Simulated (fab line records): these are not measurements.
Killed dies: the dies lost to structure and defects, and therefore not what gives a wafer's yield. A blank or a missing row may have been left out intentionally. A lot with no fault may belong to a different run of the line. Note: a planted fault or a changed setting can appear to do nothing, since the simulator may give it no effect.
fab line records	flow sky130
record: lots: 6	wafers: 18	last-day: 51
route steps=708 shown LDD_P@263 LDD_HVN@267 LDD_HVP@278 LDD_LDN@289 SPACER@304 PAD_OPEN@708
lots untouched by any fault: they come from a run of this same line in which no faults occurred
start-h: start of the lot's first displayed wafer, in hours after the record's first day	wait-h: how many hours have passed since the lot's step before this one	" as in the row above	L1.1+2: a row that stands for several wafers	- no value present, or no start provided	* or withheld: withheld	< > ~ a bound
route shown NAME@n: names a module that has steps shown in the file, with the first one's number in the route	usual: average and standard deviation across the fault-free wafers	same: alike in all rows	chamber/n: place in a boat	sites: the reading at each site	_std_site: the values' standard deviation	_edge_site: mean of outer sites minus mean of inner sites	radius-mm: how far each site lies from the wafer's centre	mask NAME#n: copy n	behind: the last tool/chamber to shape the wafer	hold: reason for holding the lot/hours on hold/outcome of the hold	device: transistor that didn't switch, given as n, p or np	end of line: tests run on the same wafers once the route is complete	a step given without rows: its recipe and nothing more	killed: count of dies lost to structure and defects at first sort (not the wafer's yield)	map: per-die view of a wafer (x killed, . not killed, _ where there is no die)
set.NAME: the setting the step ran with; set.NAME@STEP: the setting that earlier step ran with	model.NAME: the simulator's own value behind a step, which no gauge read
certain route steps with their lots: each step a table, each wafer a row
services: the hour from which a tool's chamber was out of use, counted from the record's first day as start-h (under 0 if before that day), plus the number of hours and why
== steps ==
step: SKY_LDD_P_OVL_MEAS_08
usual: LDD_P_OVL: -0.4/1.7
lot.wafer	tool	chamber	start-h	wait-h	LDD_P_OVL[nm]
L252.1	overlay-02	-	454.91	0.1	0.7
L252.3	"	-	"	"	2.0
L252.6	"	-	"	"	3.2
L254.2	overlay-02	-	493.03	0.1	-0.7
L254.3	"	-	"	"	-0.8
L254.5	"	-	"	"	1.4
L258.3	overlay-02	-	518.18	0.1	-0.6
L258.5	"	-	"	"	-2.1
L258.6	"	-	"	"	0.3
L267.3	overlay-01	-	599.53	0.1	-1.4
L267.5	"	-	"	"	-4.5
L267.6	"	-	"	"	-2.5
L271.3	overlay-01	-	630.38	0.1	-1.3
L271.5	"	-	"	"	-1.1
L271.6	"	-	"	"	-1.4
L273.2	overlay-02	-	644.97	0.1	1.4
L273.3	"	-	"	"	2.4
L273.4	"	-	"	"	0.7
step: SKY_LDD_P_IMPLANT_09
recipe: species: BF2	energy-kev: 25	dose-cm2: 1e+13	tilt-deg: withheld
step: SKY_LDD_P_STRIP_10
recipe: chemistry: O2/N2	power-w: 1400	pressure-mtorr: 1500	platen-temp-c: withheld	o2-flow-sccm: 3000	n2-flow-sccm: 300	overash-fraction: 0.5
usual: drypump-motor-current-A: 5.9/0.42	oes-product-au: 0.715/0.0037	strip-time-to-endpoint-s: 14.18/0.039
same: overash-fraction: 0.5
lot.wafer	tool	chamber	start-h	wait-h	drypump-motor-current-A	oes-product-au	rf-hours-counter-h	strip-time-to-endpoint-s
L252.1	plasma-asher-01	1	455.10	0.1	5.9	0.718	64	14.18
L252.3	"	1	"	"	5.9	0.719	-	14.19
L252.6	"	0	"	"	6.2	0.716	-	14.13
L254.2	plasma-asher-01	0	493.21	0.1	6.1	0.717	68	14.17
L254.3	"	1	"	"	5.9	0.716	-	14.24
L254.5	"	0	"	"	6.1	0.710	-	14.19
L258.3	plasma-asher-02	0	518.39	0.1	6.4	0.713	-	14.17
L258.5	"	0	"	"	6.3	0.715	-	14.17
L258.6	"	1	"	"	5.2	0.715	-	14.06
L267.3	plasma-asher-01	0	599.74	0.1	6.2	0.719	-	14.15
L267.5	"	0	"	"	6.2	0.713	-	14.19
L267.6	"	1	"	"	5.9	0.710	-	14.19
L271.3	plasma-asher-04	0	630.59	0.1	6.1	0.718	-	14.20
L271.5	"	1	"	"	6.2	0.712	-	14.22
L271.6	"	0	"	"	6.1	0.716	-	14.22
L273.2	plasma-asher-02	0	645.15	0.1	6.3	0.715	48	14.14
L273.3	"	1	"	"	5.2	0.717	-	14.13
L273.4	"	0	"	"	6.4	0.715	-	14.17
step: SKY_LDD_P_TW_MEAS_11
usual: LDD_P_TW: 637/3.8
lot.wafer	tool	chamber	start-h	wait-h	LDD_P_TW
L252.1	film-metro-02	-	455.20	0.1	635
L252.3	"	-	"	"	635
L252.6	"	-	"	"	636
L254.2	film-metro-01	-	493.32	0.1	639
L254.3	"	-	"	"	640
L254.5	"	-	"	"	640
L258.3	film-metro-03	-	518.48	0.1	640
L258.5	"	-	"	"	640
L258.6	"	-	"	"	643
L267.3	film-metro-02	-	599.83	0.1	636
L267.5	"	-	"	"	637
L267.6	"	-	"	"	636
L271.3	film-metro-01	-	630.68	0.1	638
L271.5	"	-	"	"	642
L271.6	"	-	"	"	641
L273.2	film-metro-02	-	645.26	0.1	634
L273.3	"	-	"	"	632
L273.4	"	-	"	"	635
step: SKY_LDD_HVN_DEHYDRATE_00
recipe: temp-c: 200	time-s: 60
step: SKY_LDD_HVN_HMDS_01
recipe: prime-time-s: 60	prime-temp-c: 120
step: SKY_LDD_HVN_COAT_02
recipe: resist: NOVOLAK	spin-rpm: 3000	resist-thk-nm: 300
step: SKY_LDD_HVN_SOFTBAKE_03
recipe: temp-c: 90	time-s: 60	resist: NOVOLAK
step: SKY_LDD_HVN_EXPOSE_04
recipe: mask-id: HVNTM	na: 0.6	source-shape: conventional	sigma-outer: 0.6	polarization: unpolarized	target-cd-nm: 700	dose-mj: 128.1
step: SKY_LDD_HVN_PEB_05
recipe: temp-c: withheld	time-s: *	resist: NOVOLAK
step: SKY_LDD_HVN_DEVELOP_06
recipe: resist: NOVOLAK	developer: TMAH	develop-time-s: 60	dev-temp-c: 23
step: SKY_LDD_HVN_OVL_MEAS_07
usual: LDD_HVN_OVL: -1.2/1.6
lot.wafer	tool	chamber	start-h	wait-h	LDD_HVN_OVL[nm]
L252.1	overlay-01	-	485.75	0.1	-2.1
L252.3	"	-	"	"	-3.6
L252.6	"	-	"	"	-0.1
L254.2	overlay-02	-	523.91	0.1	0.6
L254.3	"	-	"	"	0.9
L254.5	"	-	"	"	-0.6
L258.3	overlay-01	-	549.05	0.1	-2.6
L258.5	"	-	"	"	-1.6
L258.6	"	-	"	"	-1.4
L267.3	overlay-01	-	629.31	0.1	-1.1
L267.5	"	-	"	"	0.7
L267.6	"	-	"	"	-0.4
L271.3	overlay-02	-	659.36	0.1	0.5
L271.5	"	-	"	"	-0.7
L271.6	"	-	"	"	-0.4
L273.2	overlay-01	-	674.35	0.1	-0.3
L273.3	"	-	"	"	-2.3
L273.4	"	-	"	"	-2.5
step: SKY_LDD_HVN_IMPLANT_08
recipe: species: P	energy-kev: 60	dose-cm2: 3e+13	tilt-deg: 40
usual: beam-energy-keV: 60.000/0.018
lot.wafer	tool	chamber	start-h	wait-h	beam-energy-keV
L252.1	implanter-01	0	485.79	0.0	60.020
L252.3	"	0	"	"	60.010
L252.6	"	0	"	"	60.000
L254.2	implanter-01	0	523.96	0.0	60.018
L254.3	"	0	"	"	60.005
L254.5	"	0	"	"	60.015
L258.3	implanter-01	0	549.13	0.1	59.975
L258.5	"	0	"	"	60.029
L258.6	"	0	"	"	59.988
L267.3	implanter-01	0	629.39	0.1	59.997
L267.5	"	0	"	"	60.008
L267.6	"	0	"	"	59.988
L271.3	implanter-02	0	659.44	0.1	59.990
L271.5	"	0	"	"	60.001
L271.6	"	0	"	"	59.996
L273.2	implanter-02	0	674.40	0.0	60.047
L273.3	"	0	"	"	60.020
L273.4	"	0	"	"	60.008
step: SKY_LDD_HVN_STRIP_09
recipe: chemistry: O2/N2	power-w: 1400	pressure-mtorr: 1500	platen-temp-c: withheld	o2-flow-sccm: 3000	n2-flow-sccm: 300	overash-fraction: 0.5
usual: drypump-motor-current-A: 6.10/0.22	oes-product-au: 0.408/0.0052	strip-time-to-endpoint-s: 4.133/0.014
same: overash-fraction: 0.5
lot.wafer	tool	chamber	start-h	wait-h	drypump-motor-current-A	oes-product-au	rf-hours-counter-h	strip-time-to-endpoint-s
L252.1	plasma-asher-04	0	485.94	0.1	6.06	0.403	6	4.138
L252.3	"	0	"	"	6.06	0.406	-	4.143
L252.6	"	0	"	"	6.08	0.404	-	4.119
L254.2	plasma-asher-04	1	524.09	0.1	6.26	0.409	10	4.163
L254.3	"	1	"	"	6.23	0.412	-	4.167
L254.5	"	1	"	"	6.25	0.406	-	4.148
L258.3	plasma-asher-03	0	549.26	0.1	5.79	0.405	-	4.140
L258.5	"	1	"	"	6.48	0.397	-	4.130
L258.6	"	0	"	"	5.82	0.413	-	4.140
L267.3	plasma-asher-01	1	629.52	0.1	5.90	0.402	-	4.146
L267.5	"	1	"	"	5.89	0.404	-	4.152
L267.6	"	0	"	"	6.16	0.412	-	4.153
L271.3	plasma-asher-01	0	659.57	0.1	6.14	0.418	-	4.146
L271.5	"	1	"	"	5.92	0.413	-	4.114
L271.6	"	0	"	"	6.16	0.413	-	4.105
L273.2	plasma-asher-01	1	674.53	0.1	5.91	0.402	85	4.148
L273.3	"	1	"	"	5.90	0.409	-	4.133
L273.4	"	0	"	"	6.17	0.408	-	4.162
step: SKY_LDD_HVN_TW_MEAS_10
usual: LDD_HVN_TW: 1436/14
lot.wafer	tool	chamber	start-h	wait-h	LDD_HVN_TW
L252.1	film-metro-04	-	486.04	0.1	1426
L252.3	"	-	"	"	1426
L252.6	"	-	"	"	1427
L254.2	film-metro-01	-	524.20	0.1	1440
L254.3	"	-	"	"	1447
L254.5	"	-	"	"	1447
L258.3	film-metro-04	-	549.35	0.1	1419
L258.5	"	-	"	"	1422
L258.6	"	-	"	"	1419
L267.3	film-metro-03	-	629.61	0.1	1456
L267.5	"	-	"	"	1470
L267.6	"	-	"	"	1466
L271.3	film-metro-03	-	659.66	0.1	1447
L271.5	"	-	"	"	1438
L271.6	"	-	"	"	1446
L273.2	film-metro-01	-	674.64	0.1	1442
L273.3	"	-	"	"	1437
L273.4	"	-	"	"	1439
step: SKY_LDD_HVP_DEHYDRATE_00
recipe: temp-c: 200	time-s: 60
step: SKY_LDD_HVP_HMDS_01
recipe: prime-time-s: 60	prime-temp-c: 120
step: SKY_LDD_HVP_COAT_02
recipe: resist: NOVOLAK	spin-rpm: 3000	resist-thk-nm: 300
step: SKY_LDD_HVP_SOFTBAKE_03
recipe: temp-c: 90	time-s: 60	resist: NOVOLAK
step: SKY_LDD_HVP_EXPOSE_04
recipe: mask-id: HVPTM	na: 0.6	source-shape: conventional	sigma-outer: 0.6	polarization: unpolarized	target-cd-nm: 700	dose-mj: 86
step: SKY_LDD_HVP_PEB_05
recipe: temp-c: withheld	time-s: *	resist: NOVOLAK
step: SKY_LDD_HVP_DEVELOP_06
recipe: resist: NOVOLAK	developer: TMAH	develop-time-s: 60	dev-temp-c: 23
step: SKY_LDD_HVP_OVL_MEAS_07
usual: LDD_HVP_OVL: -1.1/1.7
lot.wafer	tool	chamber	start-h	wait-h	LDD_HVP_OVL[nm]
L252.1	overlay-01	-	516.85	0.1	-1.0
L252.3	"	-	"	"	-2.4
L252.6	"	-	"	"	-2.8
L254.2	overlay-01	-	554.56	0.1	-2.5
L254.3	"	-	"	"	-2.4
L254.5	"	-	"	"	-2.9
L258.3	overlay-02	-	579.25	0.1	1.1
L258.5	"	-	"	"	0.2
L258.6	"	-	"	"	-0.3
L267.3	overlay-02	-	658.30	0.1	-1.2
L267.5	"	-	"	"	-1.0
L267.6	"	-	"	"	0.1
L271.3	overlay-01	-	687.92	0.1	-1.7
L271.5	"	-	"	"	-2.6
L271.6	"	-	"	"	-2.2
L273.2	overlay-01	-	702.61	0.1	-1.4
L273.3	"	-	"	"	-2.4
L273.4	"	-	"	"	-3.7
step: SKY_LDD_HVP_IMPLANT_08
recipe: species: B	energy-kev: 20	dose-cm2: 1.7e+13	tilt-deg: 17.9
step: SKY_LDD_HVP_STRIP_09
recipe: chemistry: O2/N2	power-w: 1400	pressure-mtorr: 1500	platen-temp-c: withheld	o2-flow-sccm: 3000	n2-flow-sccm: 300	overash-fraction: 0.5
usual: drypump-motor-current-A: 6.0/0.45	oes-product-au: 0.409/0.0044	strip-time-to-endpoint-s: 4.138/0.016
same: overash-fraction: 0.5
lot.wafer	tool	chamber	start-h	wait-h	drypump-motor-current-A	oes-product-au	rf-hours-counter-h	strip-time-to-endpoint-s
L252.1	plasma-asher-02	0	517.04	0.1	6.4	0.408	35	4.167
L252.3	"	0	"	"	6.3	0.405	-	4.126
L252.6	"	1	"	"	5.2	0.395	-	4.131
L254.2	plasma-asher-01	0	554.74	0.1	6.2	0.413	75	4.149
L254.3	"	0	"	"	6.1	0.407	-	4.142
L254.5	"	0	"	"	6.1	0.415	-	4.122
L258.3	plasma-asher-02	0	579.46	0.1	6.3	0.413	-	4.117
L258.5	"	1	"	"	5.2	0.412	-	4.115
L258.6	"	0	"	"	6.4	0.413	-	4.124
L267.3	plasma-asher-03	0	658.51	0.1	5.8	0.412	-	4.168
L267.5	"	1	"	"	6.5	0.413	-	4.147
L267.6	"	0	"	"	5.8	0.411	-	4.158
L271.3	plasma-asher-03	1	688.15	0.1	6.5	0.415	-	4.125
L271.5	"	1	"	"	6.5	0.413	-	4.144
L271.6	"	0	"	"	5.8	0.412	-	4.137
L273.2	plasma-asher-03	0	702.79	0.1	5.8	0.415	100	4.161
L273.3	"	0	"	"	5.8	0.407	-	4.174
L273.4	"	1	"	"	6.6	0.409	-	4.173
step: SKY_LDD_HVP_TW_MEAS_10
usual: LDD_HVP_TW: 456/3.8
lot.wafer	tool	chamber	start-h	wait-h	LDD_HVP_TW
L252.1	film-metro-03	-	517.14	0.1	459
L252.3	"	-	"	"	457
L252.6	"	-	"	"	461
L254.2	film-metro-04	-	554.85	0.1	453
L254.3	"	-	"	"	450
L254.5	"	-	"	"	451
L258.3	film-metro-02	-	579.55	0.1	452
L258.5	"	-	"	"	457
L258.6	"	-	"	"	455
L267.3	film-metro-02	-	658.60	0.1	461
L267.5	"	-	"	"	459
L267.6	"	-	"	"	459
L271.3	film-metro-03	-	688.23	0.1	456
L271.5	"	-	"	"	455
L271.6	"	-	"	"	459
L273.2	film-metro-04	-	702.90	0.1	452
L273.3	"	-	"	"	452
L273.4	"	-	"	"	449
step: SKY_LDD_LDN_DEHYDRATE_00
recipe: temp-c: 200	time-s: 60
step: SKY_LDD_LDN_HMDS_01
recipe: prime-time-s: 60	prime-temp-c: 120
step: SKY_LDD_LDN_COAT_02
recipe: resist: NOVOLAK	spin-rpm: 3000	resist-thk-nm: 1140
step: SKY_LDD_LDN_SOFTBAKE_03
recipe: temp-c: 90	time-s: 60	resist: NOVOLAK
step: SKY_LDD_LDN_EXPOSE_04
recipe: mask-id: LDNTM	na: 0.6	source-shape: conventional	sigma-outer: 0.6	polarization: unpolarized	target-cd-nm: 700	dose-mj: 140
step: SKY_LDD_LDN_PEB_05
recipe: temp-c: withheld	time-s: *	resist: NOVOLAK
step: SKY_LDD_LDN_DEVELOP_06
recipe: resist: NOVOLAK	developer: TMAH	develop-time-s: 60	dev-temp-c: 23
step: SKY_LDD_LDN_OVL_MEAS_07
usual: LDD_LDN_OVL: 0.0/1.5
lot.wafer	tool	chamber	start-h	wait-h	LDD_LDN_OVL[nm]
L252.1	overlay-01	-	547.26	0.1	-3.1
L252.3	"	-	"	"	-0.8
L252.6	"	-	"	"	-3.0
L254.2	overlay-02	-	585.51	0.1	0.8
L254.3	"	-	"	"	0.2
L254.5	"	-	"	"	-0.4
L258.3	overlay-02	-	609.36	0.1	-1.1
L258.5	"	-	"	"	2.3
L258.6	"	-	"	"	1.2
L267.3	overlay-02	-	687.62	0.1	-0.4
L267.5	"	-	"	"	-0.5
L267.6	"	-	"	"	-1.3
L271.3	overlay-01	-	716.42	0.1	3.3
L271.5	"	-	"	"	0.2
L271.6	"	-	"	"	-1.6
L273.2	overlay-01	-	731.06	0.1	-0.5
L273.3	"	-	"	"	0.0
L273.4	"	-	"	"	0.5
step: SKY_LDD_LDN_IMPLANT_08
recipe: species: As	energy-kev: 15	dose-cm2: 1.25e+13	tilt-deg: withheld	rotation-deg: 23
step: SKY_LDD_LDN_IMPLANT_09
recipe: species: As	energy-kev: 15	dose-cm2: 1.25e+13	tilt-deg: withheld	rotation-deg: 113
step: SKY_LDD_LDN_IMPLANT_10
recipe: species: As	energy-kev: 15	dose-cm2: 1.275e+13	tilt-deg: withheld	rotation-deg: 203
step: SKY_LDD_LDN_IMPLANT_11
recipe: species: As	energy-kev: 15	dose-cm2: 1.25e+13	tilt-deg: withheld	rotation-deg: 293
step: SKY_LDD_LDN_STRIP_12
recipe: chemistry: O2/N2	power-w: 1400	pressure-mtorr: 1500	platen-temp-c: withheld	o2-flow-sccm: 3000	n2-flow-sccm: 300	overash-fraction: 0.5
usual: drypump-motor-current-A: 6.0/0.45	oes-product-au: 0.716/0.0046	strip-time-to-endpoint-s: 14.19/0.039
same: overash-fraction: 0.5
lot.wafer	tool	chamber	start-h	wait-h	drypump-motor-current-A	oes-product-au	rf-hours-counter-h	strip-time-to-endpoint-s
L252.1	plasma-asher-03	0	547.89	0.1	5.8	0.711	84	14.17
L252.3	"	0	"	"	5.8	0.711	-	14.16
L252.6	"	1	"	"	6.5	0.721	-	14.20
L254.2	plasma-asher-02	0	586.14	0.1	6.3	0.724	41	14.16
L254.3	"	1	"	"	5.2	0.715	-	14.17
L254.5	"	0	"	"	6.3	0.717	-	14.22
L258.3	plasma-asher-04	0	610.02	0.1	6.0	0.719	-	14.15
L258.5	"	1	"	"	6.2	0.716	-	14.14
L258.6	"	0	"	"	6.1	0.715	-	14.08
L267.3	plasma-asher-02	0	688.27	0.1	6.4	0.713	-	14.17
L267.5	"	0	"	"	6.3	0.720	-	14.20
L267.6	"	1	"	"	5.2	0.710	-	14.22
L271.3	plasma-asher-03	0	717.07	0.1	5.8	0.714	-	14.18
L271.5	"	1	"	"	6.5	0.707	-	14.14
L271.6	"	0	"	"	5.8	0.709	-	14.16
L273.2	plasma-asher-03	0	731.69	0.1	5.8	0.714	103	14.17
L273.3	"	0	"	"	5.8	0.712	-	14.16
L273.4	"	1	"	"	6.5	0.711	-	14.23
step: SKY_LDD_LDN_TW_MEAS_13
usual: LDD_LDN_TW: 1478/8.6
lot.wafer	tool	chamber	start-h	wait-h	LDD_LDN_TW
L252.1	film-metro-01	-	547.99	0.1	1485
L252.3	"	-	"	"	1476
L252.6	"	-	"	"	1471
L254.2	film-metro-02	-	586.25	0.1	1482
L254.3	"	-	"	"	1480
L254.5	"	-	"	"	1483
L258.3	film-metro-02	-	610.11	0.1	1482
L258.5	"	-	"	"	1482
L258.6	"	-	"	"	1482
L267.3	film-metro-02	-	688.36	0.1	1479
L267.5	"	-	"	"	1484
L267.6	"	-	"	"	1489
L271.3	film-metro-01	-	717.16	0.1	1494
L271.5	"	-	"	"	1487
L271.6	"	-	"	"	1491
L273.2	film-metro-02	-	731.80	0.1	1485
L273.3	"	-	"	"	1478
L273.4	"	-	"	"	1475
step: SKY_LDD_LDN_CLEAN_14
recipe: chemistry: SC1/SC2	mix: 1:4:20	temp-c: 70	time-s: 150	dry: n2-spin
step: SKY_SPACER_CVD_00
recipe: material: Si3N4	precursor: DCS/NH3	target-thk-nm: 43.1	temp-c: 770	time-s: 740	pressure-mtorr: 250
step: SKY_PAD_OPEN_PROBE_99
usual: killed_at_M0_to_M3: 43/6.6	killed_at_M4_up: 3.4/1.8	killed-at-contacts: 24/5.7	killed-at-front-end: 15/4.2	killed-at-other: 0.3/0.58	killed-dies: 86/8	killed-on-rim: 16/3.9	killed-open: 46/7.2	killed-short: 39/5.8
same: gross-dies: 492	killed-at-back-side: 0
lot.wafer	tool	chamber	start-h	wait-h	killed_at_M0_to_M3	killed_at_M4_up	killed-at-contacts	killed-at-front-end	killed-at-other	killed-dies	killed-on-rim	killed-open	killed-short	model.etest.tip_n_5v.rs-ohm-sq	model.etest.nfet-g5v0d10v5.r-on-ohm-um	model.etest.nfet-g5v0d10v5.drive-ua-um	model.etest.tip_n_5v.rs-ohm-sq-range	model.etest.res-ndiff-hv.rs-ohm-sq	model.etest.nfet-g5v0d10v5.vt-sat-v
L252.1	prober-01	-	1094.71	0.1	46	6	13	18	1	84	24	42	41	1402	1905	601.8	25.59	114.5	0.7596
L252.3	prober-01	-	1094.81	0.2	58	2	19	10	3	92	15	49	39	1392	1901	601.9	14.35	115.3	0.7638
L252.6	prober-01	-	1094.96	0.2	32	4	24	24	1	85	14	43	40	1402	1879	602.2	22.03	114.8	0.7699
L254.2	prober-01	-	1124.23	0.1	40	4	31	9	0	84	15	53	31	2000	1949	593.9	41.08	116	0.7776
L254.3	prober-01	-	1124.28	0.2	50	2	15	26	0	93	12	54	39	2137	2001	571.7	26.66	116	0.8021
L254.5	prober-01	-	1124.38	0.2	37	2	25	19	0	83	19	47	35	1670	1953	590.9	35.18	115	0.7808
L258.3	prober-01	-	1141.66	0.2	46	5	24	9	1	85	13	40	42	2098	1985	576.1	60.08	114.7	0.8053
L258.5	prober-01	-	1141.76	0.2	49	4	26	8	0	87	20	48	38	2062	1965	584.2	43.44	114.9	0.7927
L258.6	prober-01	-	1141.81	0.2	47	2	22	13	0	84	18	41	43	1797	1968	577.2	35.17	114.4	0.7912
L267.3	prober-02	-	1190.56	0.2	48	2	28	16	0	94	21	52	42	1389	1904	601	39.94	115	0.7584
L267.5	prober-02	-	1190.66	0.2	47	1	27	9	1	85	19	47	38	1379	1901	605.3	26.11	114.8	0.7688
L267.6	prober-02	-	1190.71	0.2	36	6	21	16	0	79	18	44	35	1383	1893	598.4	25.54	114.5	0.7742
L271.3	prober-02	-	1204.13	0.2	39	5	26	16	0	86	18	52	33	1418	1875	612	34.9	116.6	0.7714
L271.5	prober-02	-	1204.23	0.2	46	2	14	29	0	91	18	51	40	1414	1879	611.8	31.68	114.4	0.7708
L271.6	prober-02	-	1204.28	0.2	44	1	24	10	0	79	16	55	24	1413	1881	617.8	24.77	115.4	0.7528
L273.2	prober-02	-	1213.17	0.1	36	4	29	11	0	80	12	46	34	1360	1874	615.5	43.14	114.7	0.7555
L273.3	prober-02	-	1213.22	0.2	41	6	22	13	0	82	21	47	35	1369	1881	608.8	46.6	113.4	0.7596
L273.4	prober-02	-	1213.27	0.2	46	4	44	12	0	106	19	60	46	1370	1887	613.5	22.87	113.5	0.7461
killed by level:class
L252.1 METAL2:geometric-particle:short=10 VIA2:geometric-particle:open=8 FIELD_ISO:geometric-particle:open=5 VIA1:geometric-particle:open=5 CONTACT:geometric-particle:open=5 POLY_GATE:geometric-particle:open=4 METAL2:geometric-particle:open=4 VIA2:geometric-particle:short=4
L252.3 VIA1:geometric-particle:open=14 LI_CONTACT:geometric-particle:open=9 VIA2:geometric-particle:open=7 VIA3:geometric-particle:open=7 METAL1:geometric-particle:short=6 VIA1:geometric-particle:short=6 FIELD_ISO:geometric-particle:short=5 VIA2:geometric-particle:short=5
L252.6 CONTACT:geometric-particle:open=11 VIA1:geometric-particle:open=8 FIELD_ISO:geometric-particle:short=7 VIA1:geometric-particle:short=6 VIA2:geometric-particle:open=5 POLY_GATE:geometric-particle:open=4 LI_CONTACT:geometric-particle:open=4 LOCAL_INTERCONNECT:geometric-particle:short=4
L254.2 CONTACT:geometric-particle:open=15 VIA2:geometric-particle:open=11 LI_CONTACT:geometric-particle:open=8 METAL1:geometric-particle:short=6 VIA1:geometric-particle:open=6 FIELD_ISO:geometric-particle:short=3 METAL2:geometric-particle:short=3 LOCAL_INTERCONNECT:geometric-particle:short=3
L254.3 VIA1:geometric-particle:open=12 VIA2:geometric-particle:open=8 FIELD_ISO:geometric-particle:short=7 CONTACT:geometric-particle:open=7 VIA3:geometric-particle:open=6 FIELD_ISO:geometric-particle:open=5 POLY_GATE:geometric-particle:short=5 VIA2:geometric-particle:short=5
L254.5 VIA1:geometric-particle:open=12 CONTACT:geometric-particle:open=8 FIELD_ISO:geometric-particle:short=6 POLY_GATE:geometric-particle:open=6 LOCAL_INTERCONNECT:geometric-particle:short=6 CONTACT:geometric-particle:short=5 LI_CONTACT:geometric-particle:open=4 VIA2:geometric-particle:open=4
L258.3 CONTACT:geometric-particle:open=9 VIA1:geometric-particle:open=8 VIA1:geometric-particle:short=8 VIA2:geometric-particle:open=7 LOCAL_INTERCONNECT:geometric-particle:short=6 VIA3:geometric-particle:open=6 FIELD_ISO:geometric-particle:short=4 CONTACT:geometric-particle:short=4
L258.5 VIA1:geometric-particle:open=13 CONTACT:geometric-particle:open=10 VIA2:geometric-particle:open=10 LOCAL_INTERCONNECT:geometric-particle:short=8 VIA3:geometric-particle:open=7 VIA1:geometric-particle:short=5 CONTACT:geometric-particle:short=4 METAL2:geometric-particle:short=4
L258.6 VIA1:geometric-particle:open=11 METAL1:geometric-particle:short=9 VIA1:geometric-particle:short=7 METAL2:geometric-particle:short=6 LOCAL_INTERCONNECT:geometric-particle:short=5 CONTACT:geometric-particle:open=5 VIA2:geometric-particle:open=5 VIA3:geometric-particle:open=5
L267.3 VIA1:geometric-particle:open=13 CONTACT:geometric-particle:open=11 METAL3:geometric-particle:short=7 VIA2:geometric-particle:open=6 POLY_GATE:geometric-particle:open=5 LOCAL_INTERCONNECT:geometric-particle:short=5 METAL1:geometric-particle:short=5 VIA3:geometric-particle:open=5
L267.5 CONTACT:geometric-particle:open=13 VIA1:geometric-particle:open=11 VIA2:geometric-particle:open=9 LOCAL_INTERCONNECT:geometric-particle:short=5 VIA1:geometric-particle:short=5 LI_CONTACT:geometric-particle:short=4 VIA3:geometric-particle:open=4 METAL2:geometric-particle:short=4
L267.6 LOCAL_INTERCONNECT:geometric-particle:short=8 CONTACT:geometric-particle:open=7 VIA3:geometric-particle:open=6 VIA1:geometric-particle:open=6 VIA2:geometric-particle:open=6 POLY_GATE:geometric-particle:short=5 METAL3:geometric-particle:short=5 METAL2:geometric-particle:short=5
L271.3 VIA1:geometric-particle:open=11 CONTACT:geometric-particle:open=10 LI_CONTACT:geometric-particle:open=9 CONTACT:geometric-particle:short=5 POLY_GATE:geometric-particle:short=4 SPACER:geometric-particle:open=4 METAL1:geometric-particle:open=4 VIA2:geometric-particle:open=4
L271.5 VIA1:geometric-particle:open=10 POLY_GATE:geometric-particle:short=9 POLY_GATE:geometric-particle:open=9 FIELD_ISO:geometric-particle:open=7 LI_CONTACT:geometric-particle:open=6 VIA1:geometric-particle:short=6 VIA3:geometric-particle:open=5 VIA2:geometric-particle:open=5
L271.6 CONTACT:geometric-particle:open=10 VIA1:geometric-particle:open=10 VIA2:geometric-particle:open=9 LI_CONTACT:geometric-particle:open=7 METAL1:geometric-particle:short=5 VIA3:geometric-particle:open=5 FIELD_ISO:geometric-particle:open=4 POLY_GATE:geometric-particle:open=3
L273.2 LI_CONTACT:geometric-particle:open=10 VIA1:geometric-particle:open=10 CONTACT:geometric-particle:open=9 VIA2:geometric-particle:open=7 FIELD_ISO:geometric-particle:short=5 LOCAL_INTERCONNECT:geometric-particle:short=4 METAL2:geometric-particle:short=4 LI_CONTACT:geometric-particle:short=3
L273.3 VIA1:geometric-particle:open=12 LI_CONTACT:geometric-particle:open=9 VIA3:geometric-particle:open=8 FIELD_ISO:geometric-particle:short=5 CONTACT:geometric-particle:open=5 VIA2:geometric-particle:open=5 LOCAL_INTERCONNECT:geometric-particle:short=4 METAL1:geometric-particle:short=4
L273.4 CONTACT:geometric-particle:open=15 LI_CONTACT:geometric-particle:open=11 CONTACT:geometric-particle:short=11 VIA1:geometric-particle:open=8 FIELD_ISO:geometric-particle:open=7 VIA1:geometric-particle:short=6 VIA2:geometric-particle:open=6 METAL3:geometric-particle:short=5
== services ==
tool	chamber	start-h	hours	kind
plasma-asher-03	-	449.51	0.4	repair
implanter-01	-	450.33	5.2	repair
plasma-asher-03	-	461.41	14.6	pm
plasma-asher-02	-	482.00	0.3	repair
implanter-02	-	523.09	21.5	repair
plasma-asher-03	-	527.25	6.4	repair
implanter-01	-	533.11	3.5	repair
plasma-asher-04	-	538.73	4.2	repair
plasma-asher-01	-	544.60	0.6	repair
plasma-asher-03	-	571.70	0.3	repair
implanter-01	-	586.38	9.4	repair
implanter-02	-	586.81	0.6	repair
implanter-02	-	591.48	10.6	repair
plasma-asher-01	-	618.26	0.8	repair
plasma-asher-01	-	619.28	1.6	repair
plasma-asher-01	-	636.11	13.7	repair
implanter-01	-	648.98	27.1	pm
plasma-asher-01	-	668.12	1.2	repair
implanter-01	-	695.81	10.0	repair
implanter-01	-	701.99	3.5	repair
implanter-01	-	703.23	1.7	repair
plasma-asher-02	-	707.43	2.2	repair
implanter-01	-	714.65	1.6	repair
plasma-asher-01	-	716.65	28.1	pm
== key ==
first-sign none at tools or gauges
model-effect: step: SKY_PAD_OPEN_PROBE_99	value: etest.tip_n_5v.rs-ohm-sq	without: 1401	struck: 1961
met-at SKY_LDD_HVN_IMPLANT_08
struck-wafers L254.2,L254.3,L254.5,L258.3,L258.5,L258.6
tester-left-out L254,L258
onset-between 485.79 523.96
fault: kind: process-parameter-drift	tool: implanter-01	chamber: -	onset-h: 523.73	steps: SKY_LDD_HVN_IMPLANT_08	channel: tilt-deg	offset: *	spread-by-wafer: *	shape: step	end-h: 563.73	acts-in: *	stated: *
tester-left-out: of these lots the tester's yield and bins aren't shown, on N5 and GAA mostly nor the transistor test; their killed dies are dies lost to structure and defects alone, not to doping, threshold or leakage, so they don't give the yield
